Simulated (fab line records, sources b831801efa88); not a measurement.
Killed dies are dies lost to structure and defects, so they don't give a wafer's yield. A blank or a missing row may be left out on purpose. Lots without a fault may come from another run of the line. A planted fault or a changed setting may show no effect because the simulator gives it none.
Which tool did it? | flow gf180mcu | 14 lots, 42 wafers sampled, at 3 steps of a route of 602

WHAT THE GAUGES READ, wafer by wafer
GF_TOP_METAL_CD_MEAS_14: target cd 440 nm. Usual: cd_nm 440.4 nm, standard deviation 2.3.
lot  | measured     | on        | cd_nm (nm)        | flag
L758 | day 28 06:31 | cd_sem-01 | 445.3 444.8 442.5 |
L760 | day 28 22:06 | cd_sem-02 | 438.7 439.7 438.9 |
L762 | day 29 16:02 | cd_sem-02 | 440.7 441.2 442.7 |
L765 | day 30 16:34 | cd_sem-01 | 442.0 440.3 441.2 |
L766 | day 30 17:47 | cd_sem-01 | 440.6 441.3 441.5 |
L768 | day 31 02:59 | cd_sem-01 | 443.4 441.4 441.5 |
L769 | day 31 19:49 | cd_sem-01 | 440.6 441.8 441.4 |
L770 | day 31 21:35 | cd_sem-02 | 443.6 441.1 440.8 |
L771 | day 32 06:25 | cd_sem-02 | 439.3 441.3 441.3 |
L772 | day 32 07:41 | cd_sem-02 | 437.8 437.9 439.5 |
L777 | day 33 12:39 | cd_sem-02 | 437.6 440.4 436.6 |
L778 | day 33 17:52 | cd_sem-02 | 442.5 441.6 441.8 |
L780 | day 34 13:10 | cd_sem-01 | 441.5 442.0 442.0 |
L781 | day 34 13:50 | cd_sem-01 | 437.8 437.1 437.1 |

WHICH TOOL RAN EACH LOT (tool, then ch and the chambers of the sampled wafers, then the start)
lot  | GF_V5_CMP_26                  | GF_TOP_METAL_SPUTTER_01
L758 | cmp-02 ch 0,2,3, day 27 09:55 | pvd_sputter-03, day 27 10:13
L760 | cmp-01 ch 0,2,3, day 28 02:17 | pvd_sputter-02, day 28 02:35
L762 | cmp-02 ch 1,2,3, day 28 20:46 | pvd_sputter-04, day 28 21:10
L765 | cmp-01 ch 1,2,3, day 29 21:40 | pvd_sputter-02, day 29 22:04
L766 | cmp-02 ch 0,1,3, day 29 22:36 | pvd_sputter-03, day 29 23:00
L768 | cmp-01 ch 0,2,3, day 30 08:45 | pvd_sputter-02, day 30 09:09
L769 | cmp-01 ch 0,1,2, day 31 01:18 | pvd_sputter-03, day 31 01:39
L770 | cmp-02 ch 0,1,2, day 31 03:54 | pvd_sputter-02, day 31 04:09
L771 | cmp-02 ch 0,1,3, day 31 12:33 | pvd_sputter-04, day 31 12:51
L772 | cmp-02 ch 0,2,3, day 31 14:48 | pvd_sputter-04, day 31 15:12
L777 | cmp-01 ch 1,2, day 32 21:02   | pvd_sputter-03, day 32 21:23
L778 | cmp-01 ch 2,3, day 33 02:06   | pvd_sputter-03, day 33 02:30
L780 | cmp-01 ch 1,2,3, day 33 21:18 | pvd_sputter-04, day 33 21:39
L781 | cmp-01 ch 0,2,3, day 33 22:28 | pvd_sputter-02, day 33 22:52
- GF_V5_CMP_26: polishes, stops on SiO2, t overpolish 15 s, target thk 0 nm.
- GF_TOP_METAL_SPUTTER_01: material TiN, target thk 30 nm, time 25 s.

WHAT THE TOOLS THEMSELVES READ (means of the sampled wafers that have a number; where no wafer has one, the mark that the record gives instead)
GF_V5_CMP_26. Usual: head_pressure_psi 3.500 psi, standard deviation 0.0078; motor_current_A 10.9 A, standard deviation 0.91; overpolish_run_s 15.000 s, standard deviation 0.009; time_to_endpoint_s 85.5 s, standard deviation 2.9.
lot  | tool   | head_pressure_psi (psi) | motor_current_A (A) | overpolish_run_s (s) | time_to_endpoint_s (s) | flag
L758 | cmp-02 | 3.499                   | 11.0                | 15.000               | 85.9                   |
L760 | cmp-01 | 3.506                   | 11.6                | 15.011               | 85.1                   |
L762 | cmp-02 | 3.494                   | 10.6                | 14.998               | 87.7                   |
L765 | cmp-01 | 3.502                   | 11.4                | 15.003               | 82.2                   |
L766 | cmp-02 | 3.499                   | 10.1                | 15.002               | 87.0                   |
L768 | cmp-01 | 3.494                   | 11.4                | 15.005               | 85.4                   |
L769 | cmp-01 | 3.503                   | 11.8                | 14.996               | 83.1                   |
L770 | cmp-02 | 3.499                   | 10.0                | 14.993               | 86.3                   |
L771 | cmp-02 | 3.494                   | 10.3                | 14.997               | 87.4                   |
L772 | cmp-02 | 3.500                   | 10.6                | 15.002               | 86.4                   |
L777 | cmp-01 | 3.497                   | 11.2                | 15.005               | 82.1                   |
L778 | cmp-01 | 3.497                   | 11.3                | 15.010               | 84.0                   |
L780 | cmp-01 | 3.494                   | 11.4                | 14.996               | 82.6                   |
L781 | cmp-01 | 3.497                   | 11.6                | 15.000               | 84.4                   |

GF_TOP_METAL_SPUTTER_01. Usual: throttle_valve_pct 30.2 %, standard deviation 1.2.
lot  | tool           | throttle_valve_pct (%) | flag
L758 | pvd_sputter-03 | 30.1                   |
L760 | pvd_sputter-02 | 30.4                   |
L762 | pvd_sputter-04 | 29.6                   |
L765 | pvd_sputter-02 | 30.6                   |
L766 | pvd_sputter-03 | 30.3                   |
L768 | pvd_sputter-02 | 30.4                   |
L769 | pvd_sputter-03 | 29.9                   |
L770 | pvd_sputter-02 | 31.6                   |
L771 | pvd_sputter-04 | 30.8                   |
L772 | pvd_sputter-04 | 30.0                   |
L777 | pvd_sputter-03 | 30.2                   |
L778 | pvd_sputter-03 | 30.0                   |
L780 | pvd_sputter-04 | 29.9                   |
L781 | pvd_sputter-02 | 29.7                   |

THE ANSWER, worked out from the rows above alone
Rule: a lot is off if the mean of its wafers that have a number lies more than 3 standard deviations from the usual mean. A lot without any number at a reading at which 4 lots or more have one is off too. The other lots that the step has rows for count as sound. The gauges are gone through in route order, then the tools' own readings, and for those a lot's mean is taken as printed above. The first step at which some lot is off is used, and at that step the reading that is off furthest; a lot without a number counts as furthest.
No lot is off at any reading shown: from this, nothing can be told.

WHAT THE SIMULATOR HAD PUT IN
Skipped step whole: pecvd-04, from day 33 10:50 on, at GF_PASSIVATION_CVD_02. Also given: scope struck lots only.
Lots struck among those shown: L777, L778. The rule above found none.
